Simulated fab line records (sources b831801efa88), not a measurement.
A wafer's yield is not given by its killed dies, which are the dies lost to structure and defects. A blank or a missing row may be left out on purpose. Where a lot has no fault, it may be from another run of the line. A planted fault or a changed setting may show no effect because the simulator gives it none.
Which tool was responsible? | flow sky130 | 24 lots, 72 wafers sampled, at 4 steps of a route of 708

WHAT THE GAUGES READ, wafer by wafer
SKY_SD_N_RS_MEAS_16: measures by four-point-probe.
lot  | measured     | on           | SD_N_RS (ohm/sq)
L074 | day 27 23:50 | filmMetro-01 | 69.01 68.99 69.00
L076 | day 28 11:26 | filmMetro-01 | 69.25 69.29 69.20
L075 | day 28 13:19 | filmMetro-04 | 69.13 69.20 69.18
L077 | day 28 22:25 | filmMetro-02 | 68.88 69.18 69.07
L078 | day 29 11:02 | filmMetro-02 | 68.92 69.07 68.92
L079 | day 29 11:09 | filmMetro-04 | 69.27 69.12 69.11
L080 | day 29 23:36 | filmMetro-04 | 69.21 69.04 69.14
L081 | day 31 01:34 | filmMetro-01 | 68.98 68.95 69.04
L082 | day 31 03:54 | filmMetro-01 | 69.30 69.27 69.23
L083 | day 31 13:55 | filmMetro-02 | 69.19 69.14 69.02
L084 | day 32 04:25 | filmMetro-01 | 69.09 69.04 69.14
L085 | day 32 06:19 | filmMetro-04 | 69.08 69.03 69.22
L086 | day 32 15:25 | filmMetro-02 | 69.21 68.99 69.00
L088 | day 33 03:53 | filmMetro-02 | 68.87 68.96 68.80
L087 | day 33 04:19 | filmMetro-01 | 69.05 69.00 68.83
L089 | day 33 11:42 | filmMetro-01 | 69.23 68.93 69.05
L091 | day 34 04:24 | filmMetro-01 | 69.07 69.04 69.04
L090 | day 34 05:23 | filmMetro-01 | 69.24 69.16 69.05
L093 | day 34 12:14 | filmMetro-01 | 68.94 68.98 68.98
L094 | day 34 16:28 | filmMetro-01 | 68.91 68.81 68.90
L092 | day 34 16:28 | filmMetro-02 | 69.10 69.04 68.99
L095 | day 34 23:19 | filmMetro-02 | 69.01 69.06 69.04
L096 | day 35 09:43 | filmMetro-01 | 69.15 69.00 69.11
L097 | day 35 10:32 | filmMetro-04 | 69.06 69.00 68.95

SKY_LI_CONTACT_RS_MEAS_22: measures by four-point-probe.
lot  | measured     | on           | LI_CONTACT_W_RS (ohm/sq)
L074 | day 29 05:50 | filmMetro-02 | 0.2770 0.2820 0.2816
L076 | day 29 17:16 | filmMetro-02 | 0.2844 0.2831 0.2834
L075 | day 29 19:05 | filmMetro-01 | 0.2818 0.2856 0.2823
L077 | day 30 05:01 | filmMetro-04 | 0.2875 0.2851 0.2829
L078 | day 30 16:19 | filmMetro-04 | 0.2862 0.2830 0.2845
L079 | day 30 17:27 | filmMetro-02 | 0.2885 0.2875 0.2851
L080 | day 31 04:15 | filmMetro-02 | 0.2883 0.2895 0.2883
L081 | day 32 07:13 | filmMetro-04 | 0.2786 0.2778 0.2787
L082 | day 32 09:07 | filmMetro-01 | 0.2844 0.2875 0.2825
L083 | day 32 18:34 | filmMetro-01 | 0.2795 0.2801 0.2801
L084 | day 33 08:45 | filmMetro-01 | 0.2860 0.2858 0.2871
L085 | day 33 10:59 | filmMetro-02 | 0.2875 0.2854 0.2858
L086 | day 33 19:37 | filmMetro-04 | 0.2883 0.2818 0.2833
L088 | day 34 07:40 | filmMetro-04 | 0.2809 0.2814 0.2817
L087 | day 34 08:11 | filmMetro-01 | 0.2824 0.2800 0.2849
L089 | day 34 15:51 | filmMetro-04 | 0.2816 0.2790 0.2808
L091 | day 35 08:05 | filmMetro-01 | 0.2844 0.2808 0.2841
L090 | day 35 09:02 | filmMetro-04 | 0.2836 0.2843 0.2840
L093 | day 35 15:43 | filmMetro-02 | 0.2838 0.2865 0.2812
L094 | day 35 20:48 | filmMetro-04 | 0.2820 0.2887 0.2827
L092 | day 35 20:29 | filmMetro-01 | 0.2833 0.2813 0.2821
L095 | day 36 02:52 | filmMetro-04 | 0.2840 0.2839 0.2822
L096 | day 36 13:08 | filmMetro-02 | 0.2871 0.2871 0.2821
L097 | day 36 14:05 | filmMetro-02 | 0.2868 0.2828 0.2879

SKY_CONTACT_THK_MEAS_26: measures by xrf.
lot  | measured     | on           | CONTACT_W_THK (nm)
L074 | day 31 16:07 | filmMetro-04 | 340 341 339
L076 | day 32 04:17 | filmMetro-03 | 323 333 330
L075 | day 32 05:58 | filmMetro-04 | 333 338 330
L077 | day 32 15:32 | filmMetro-03 | 335 338 339
L078 | day 33 02:22 | filmMetro-03 | 335 337 329
L079 | day 33 03:52 | filmMetro-03 | 336 338 336
L080 | day 33 14:18 | filmMetro-03 | 337 340 340
L081 | day 34 15:42 | filmMetro-01 | 334 332 332
L082 | day 34 17:12 | filmMetro-01 | 340 332 335
L083 | day 35 02:34 | filmMetro-01 | 334 334 336
L084 | day 35 17:04 | filmMetro-03 | 330 327 334
L085 | day 35 19:37 | filmMetro-03 | 333 344 338
L086 | day 36 02:28 | filmMetro-03 | 329 334 329
L088 | day 36 15:19 | filmMetro-04 | 334 335 333
L087 | day 36 15:55 | filmMetro-03 | 328 330 332
L089 | day 36 23:22 | filmMetro-01 | 333 330 330
L091 | day 37 15:28 | filmMetro-03 | 331 332 329
L090 | day 37 16:24 | filmMetro-01 | 329 332 333
L093 | day 37 21:40 | filmMetro-01 | 328 331 331
L094 | day 38 04:04 | filmMetro-03 | 334 336 330
L092 | day 38 03:44 | filmMetro-03 | 332 337 333
L095 | day 38 10:02 | filmMetro-04 | 333 332 332
L096 | day 38 20:00 | filmMetro-01 | 340 336 342
L097 | day 38 21:24 | filmMetro-03 | 333 329 333

WHAT TOOL EACH LOT RAN ON (gives the tool, then ch and the chambers of the sampled wafers, and finally the start)
lot  | SKY_LI_CONTACT_SPUTTER_19
L074 | pvdSputter-03, day 29 05:34
L076 | pvdSputter-03, day 29 16:59
L075 | pvdSputter-04, day 29 18:49
L077 | pvdSputter-03, day 30 04:44
L078 | pvdSputter-02, day 30 16:02
L079 | pvdSputter-04, day 30 17:11
L080 | pvdSputter-03, day 31 03:59
L081 | pvdSputter-03, day 32 06:58
L082 | pvdSputter-03, day 32 08:52
L083 | pvdSputter-04, day 32 18:15
L084 | pvdSputter-02, day 33 08:28
L085 | pvdSputter-03, day 33 10:44
L086 | pvdSputter-04, day 33 19:20
L088 | pvdSputter-03, day 34 07:25
L087 | pvdSputter-04, day 34 07:54
L089 | pvdSputter-02, day 34 15:35
L091 | pvdSputter-04, day 35 07:49
L090 | pvdSputter-02, day 35 08:46
L093 | pvdSputter-03, day 35 15:27
L094 | pvdSputter-04, day 35 20:32
L092 | pvdSputter-02, day 35 20:11
L095 | pvdSputter-04, day 36 02:34
L096 | pvdSputter-03, day 36 12:52
L097 | pvdSputter-04, day 36 13:49
- SKY_LI_CONTACT_SPUTTER_19: material Ti, target thk 20 nm, time 106.37 s.

AS READ BY THE TOOLS THEMSELVES (means over the sampled wafers that have a number; for cases with no such wafer, the mark the record gives instead)
SKY_LI_CONTACT_SPUTTER_19.
lot  | tool          | chamberPressurePa (Pa) | throttleValvePct (%)
L074 | pvdSputter-03 | 5.015                  | 29.1
L076 | pvdSputter-03 | 4.992                  | 30.0
L075 | pvdSputter-04 | 5.003                  | 30.0
L077 | pvdSputter-03 | 4.998                  | 29.8
L078 | pvdSputter-02 | 4.997                  | 29.4
L079 | pvdSputter-04 | 5.004                  | 30.2
L080 | pvdSputter-03 | 5.007                  | 29.9
L081 | pvdSputter-03 | 5.014                  | 29.5
L082 | pvdSputter-03 | 5.006                  | 30.0
L083 | pvdSputter-04 | 4.997                  | 30.9
L084 | pvdSputter-02 | 4.991                  | 29.2
L085 | pvdSputter-03 | 4.998                  | 29.3
L086 | pvdSputter-04 | 5.011                  | 30.8
L088 | pvdSputter-03 | 5.006                  | 30.3
L087 | pvdSputter-04 | 5.001                  | 29.7
L089 | pvdSputter-02 | 5.001                  | 29.5
L091 | pvdSputter-04 | 5.006                  | 29.7
L090 | pvdSputter-02 | 5.004                  | 29.7
L093 | pvdSputter-03 | 5.007                  | 29.9
L094 | pvdSputter-04 | 5.004                  | 29.8
L092 | pvdSputter-02 | 5.005                  | 29.3
L095 | pvdSputter-04 | 4.999                  | 30.5
L096 | pvdSputter-03 | 4.999                  | 29.8
L097 | pvdSputter-04 | 4.999                  | 30.8

THE ANSWER, worked out from the rows above alone
Rule: what is usual is taken from the lots themselves. The widest of any qualifying gaps counts: lots, ordered by their means at a reading, are off when they make up no more than a third of the lots, leave a main group of 4 or more, and stand apart from it by 3 or more times the standard deviation of that group's means. The tables above print the reading to a certain number of digits; a main group whose means all agree to those digits is not used. A lot without any number at a reading at which 4 lots or more have one is off too. Any other lot the step has rows for is counted as sound. The gauges are gone through in route order, then the tools' own readings, and for those a lot's mean is taken as printed above. The first step at which some lot is off is used, and at that step the reading that is off furthest; a lot without a number counts as furthest.
Across all readings shown, no lot is off: no conclusion can be drawn from this.

WHAT THE SIMULATOR PUT IN
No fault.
